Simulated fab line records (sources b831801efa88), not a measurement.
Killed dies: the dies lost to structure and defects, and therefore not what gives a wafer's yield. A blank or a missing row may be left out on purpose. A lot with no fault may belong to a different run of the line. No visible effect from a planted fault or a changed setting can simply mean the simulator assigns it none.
The same fault as seen by 2 desks / flow gf180mcu / numbers are kept per desk, each desk with only its own; the story behind them comes last

## AT THE METROLOGY DESK
Means of the sampled wafers that have a number, per lot and without regard to the tool the lot ran on: this is what the gauges read. Any lot whose mean is over 4 standard deviations away from the usual mean is out of limits and marked OUT; that distance is given in the brackets. Of its 10 readings 7 are shown: those that lie furthest out on some lot.
Columns: A = HV_LDD_2_TW at GF_HV_LDD_TW_MEAS_23, usual 1048; B = cd nm at GF_HV_LDD_CD_MEAS_31, usual 402.2 nm; C = HV_LDD_3_TW at GF_HV_LDD_TW_MEAS_38, usual 1428; D = cd nm at GF_HV_LDD_CD_MEAS_46, usual 399.9 nm; E = HV_LDD_4_TW at GF_HV_LDD_TW_MEAS_50, usual 565; F = HV_LDD_RS at GF_HV_LDD_RS_MEAS_53, usual 417.6 ohm/sq; G = HV_LDD_CVD_56_THK at GF_HV_LDD_THK_MEAS_57, usual 90.0 nm
lot=L393; first seen here=day 11 11:58; A=1057; B=403.1; C=1427; D=402.1; E=562; F=418.1; G=90.1
lot=L398; first seen here=day 13 04:15; A=1041; B=401.6; C=1418; D=400.4; E=563; F=416.5; G=90.2
lot=L401; first seen here=day 13 23:55; A=1041; B=400.5; C=1425; D=399.7; E=569; F=416.9; G=91.0
lot=L405; first seen here=day 15 08:25; A=1050; B=403.6; C=1425; D=400.4; E=566; F=419.2; G=91.1
lot=L410; first seen here=day 16 23:48; A=1055; B=400.5; C=1424; D=397.4; E=565; F=419.1; G=89.4
lot=L412; first seen here=day 17 17:25; A=1044; B=405.1; C=1429; D=397.1; E=565; F=418.7; G=88.8
This desk found nothing out of limits on any of the 6 lots.

## FOR THE TOOL OWNER'S DESK: implanter-02
GF_HV_LDD_IMPLANT_33, tool's own readings: per-lot mean of the sampled wafers with a number, covering each lot this tool ran. Any lot whose mean is over 4 standard deviations away from the usual mean is out of limits and marked OUT; that distance is given in the brackets.
Columns: A = beam on s at GF_HV_LDD_IMPLANT_33, usual 10.00 s
lot=L393; first seen here=day 12 07:12; A=10.00
lot=L398; first seen here=day 13 23:56; A=10.04
lot=L401; first seen here=day 14 20:41; A=9.95
lot=L410; first seen here=day 17 22:46; A=10.05
This desk found nothing out of limits on any of the 4 lots.

## ALL TOGETHER
Nothing out of limits was seen by the metrology desk.
Nothing out of limits was seen by the tool owner's desk.

## WHAT WAS PUT IN BY THE SIMULATOR
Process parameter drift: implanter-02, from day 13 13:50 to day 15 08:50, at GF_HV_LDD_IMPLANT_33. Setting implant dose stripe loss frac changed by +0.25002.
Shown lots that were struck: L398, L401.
